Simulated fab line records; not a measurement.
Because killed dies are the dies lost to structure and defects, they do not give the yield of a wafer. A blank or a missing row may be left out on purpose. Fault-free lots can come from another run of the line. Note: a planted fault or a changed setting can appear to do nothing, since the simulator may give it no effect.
A lot that was struck, set against a sound lot ; flow gf180mcu ; 44 steps out of a route of 602
Sound: the wafers L321.2, L321.3, L321.6. Struck: wafers L332.3, L332.4, L332.6. Last of all comes the cause.
At each step with rows: each side's tool, then ch and its chambers, then its first start. Under that, the readings that differ: sound wafers ; struck wafers ; difference of the means ; sigmas: that difference in standard deviations of wafers without a fault.
alike: readings with means less than 2 such deviations apart, plus words and numbers identical on both sides. not compared: withheld readings, readings lacking a value on some wafer, bounds such as >300 that could conceal the same value, and numbers that have no deviation in the record and whose values overlap.
The two part at a step that has a row with sigmas, a row that says differs or no value, or rows on one side only. Numbers that don't overlap but have no deviation are shown without sigmas and don't part them. A reading missing from all wafers of one side parts the sides only when that side holds two or more wafers.

first, 2 steps without rows for these wafers: GF_MVSD_IMPLANT_08; GF_MVSD_IMPLANT_09.
GF_MVSD_STRIP_10: strips in O2/N2.
  sound on plasma asher-02 ch 0,1, day 6 14:29; struck on plasma asher-01 ch 0,1, day 9 07:06
reading;sound;struck;difference;sigmas
heater power w (W);326 348 358;285 305 286;-52;-2
  alike: drypump motor current A, oes product au, strip time to endpoint s
  not compared: rf hours counter h
GF_MVSD_TW_MEAS_11:
  sound: film metro-02 at day 6 14:35; struck: film metro-04 at day 9 07:11
  alike: MVSD_TW
then, 7 steps without rows for these wafers: GF_MVPSD_DEHYDRATE_00 (time 60 s); GF_MVPSD_HMDS_01 (prime time 60 s); GF_MVPSD_COAT_02 (resist thk 3000 nm); GF_MVPSD_SOFTBAKE_03; GF_MVPSD_EXPOSE_04 (exposes mask MVPSD, target cd 1000 nm); GF_MVPSD_PEB_05; GF_MVPSD_DEVELOP_06 (develop time 60 s).
GF_MVPSD_OVL_MEAS_07:
  sound: overlay-01 at day 7 05:35; struck: overlay-01 at day 10 00:16
  alike: MVPSD_OVL
GF_MVPSD_IMPLANT_08:
  sound on implanter-04 ch 0, day 7 05:38; struck on implanter-01 ch 0, day 10 00:20
reading;sound;struck;difference;sigmas
implant ion amu;11 11 11;49 49 49;+38;
model.implant.rp nm (nm);475.1 475.1 475.1;121 121 121;-354;
model.implant.drp nm (nm);102.4 102.4 102.4;49.81 49.81 49.81;-52.59;
after that, 1 step had no rows for these wafers: GF_MVPSD_IMPLANT_09.
GF_MVPSD_STRIP_10: strips in O2/N2.
  sound on plasma asher-02 ch 0,1, day 7 05:55; struck on plasma asher-01 ch 0,1, day 10 00:38
reading;sound;struck;difference;sigmas
heater power w (W);333 346 344;287 305 285;-49;-2
  alike: drypump motor current A, oes product au, strip time to endpoint s
  not compared: rf hours counter h
GF_MVPSD_TW_MEAS_11:
  sound: film metro-04 at day 7 06:01; struck: film metro-04 at day 10 00:43
reading;sound;struck;difference;sigmas
MVPSD_TW;548 550 551;1033 1028 1033;+482;+99 or more
then, 7 steps without rows for these wafers: GF_VT_IMPLANT_DEHYDRATE_00 (time 60 s); GF_VT_IMPLANT_HMDS_01 (prime time 60 s); GF_VT_IMPLANT_COAT_02 (resist thk 1000 nm); GF_VT_IMPLANT_SOFTBAKE_03 (time 60 s); GF_VT_IMPLANT_EXPOSE_04 (exposes mask LVPWELL LV AREA, target cd 600 nm); GF_VT_IMPLANT_PEB_05; GF_VT_IMPLANT_DEVELOP_06 (develop time 60 s).
GF_VT_IMPLANT_OVL_MEAS_07:
  sound: overlay-01 at day 7 21:53; struck: overlay-02 at day 10 18:50
  alike: VT_IMPLANT_OVL
after that, 1 step had no rows for these wafers: GF_VT_IMPLANT_IMPLANT_08.
GF_VT_IMPLANT_STRIP_09: strips in O2/N2.
  sound on plasma asher-01 ch 0,1, day 7 22:04; struck on plasma asher-03 ch 0,1, day 10 19:03
  alike: drypump motor current A, heater power w, oes product au, strip time to endpoint s
  not compared: rf hours counter h
GF_VT_IMPLANT_TW_MEAS_10:
  sound: film metro-03 at day 7 22:10; struck: film metro-04 at day 10 19:08
  alike: VT_IMPLANT_TW
then, 7 steps without rows for these wafers: GF_VT_IMPLANT_DEHYDRATE_11 (time 60 s); GF_VT_IMPLANT_HMDS_12 (prime time 60 s); GF_VT_IMPLANT_COAT_13 (resist thk 1000 nm); GF_VT_IMPLANT_SOFTBAKE_14 (time 60 s); GF_VT_IMPLANT_EXPOSE_15 (exposes mask Nwell LV AREA, target cd 860 nm); GF_VT_IMPLANT_PEB_16; GF_VT_IMPLANT_DEVELOP_17 (develop time 60 s).
GF_VT_IMPLANT_OVL_MEAS_18:
  sound: overlay-01 at day 8 14:17; struck: overlay-01 at day 11 13:17
  alike: VT_IMPLANT_01_OVL
after that, 1 step had no rows for these wafers: GF_VT_IMPLANT_IMPLANT_19.
GF_VT_IMPLANT_STRIP_20: strips in O2/N2.
  sound on plasma asher-04 ch 0,1, day 8 14:28; struck on plasma asher-03 ch 0,1, day 11 13:29
  alike: drypump motor current A, heater power w, oes product au, strip time to endpoint s
  not compared: rf hours counter h
GF_VT_IMPLANT_TW_MEAS_21:
  sound: film metro-02 at day 8 14:34; struck: film metro-02 at day 11 13:35
  alike: VT_IMPLANT_2_TW
then, 4 steps without rows for these wafers: GF_VT_IMPLANT_DEHYDRATE_22 (time 60 s); GF_VT_IMPLANT_HMDS_23 (prime time 60 s); GF_VT_IMPLANT_COAT_24 (resist thk 1000 nm); GF_VT_IMPLANT_SOFTBAKE_25 (time 60 s).
GF_VT_IMPLANT_RS_MEAS_49: measurement is done with a four-point probe.
  sound: film metro-01 at day 10 01:26; struck: film metro-02 at day 13 04:25
reading;sound;struck;difference;sigmas
MVPSD_RS (ohm/sq);1171.0 1169.3 1166.3;1563.3 1565.2 1567.6;+396.5;+99 or more
GF_PASSIVATION_PROBE_99:
  sound wafers here have rows in the record (prober-01, day 31 18:00); struck ones have none

== WHERE THEY PART ==
First at GF_MVSD_STRIP_10; last, within this record, at GF_PASSIVATION_PROBE_99.

WHY: what the simulator had put in
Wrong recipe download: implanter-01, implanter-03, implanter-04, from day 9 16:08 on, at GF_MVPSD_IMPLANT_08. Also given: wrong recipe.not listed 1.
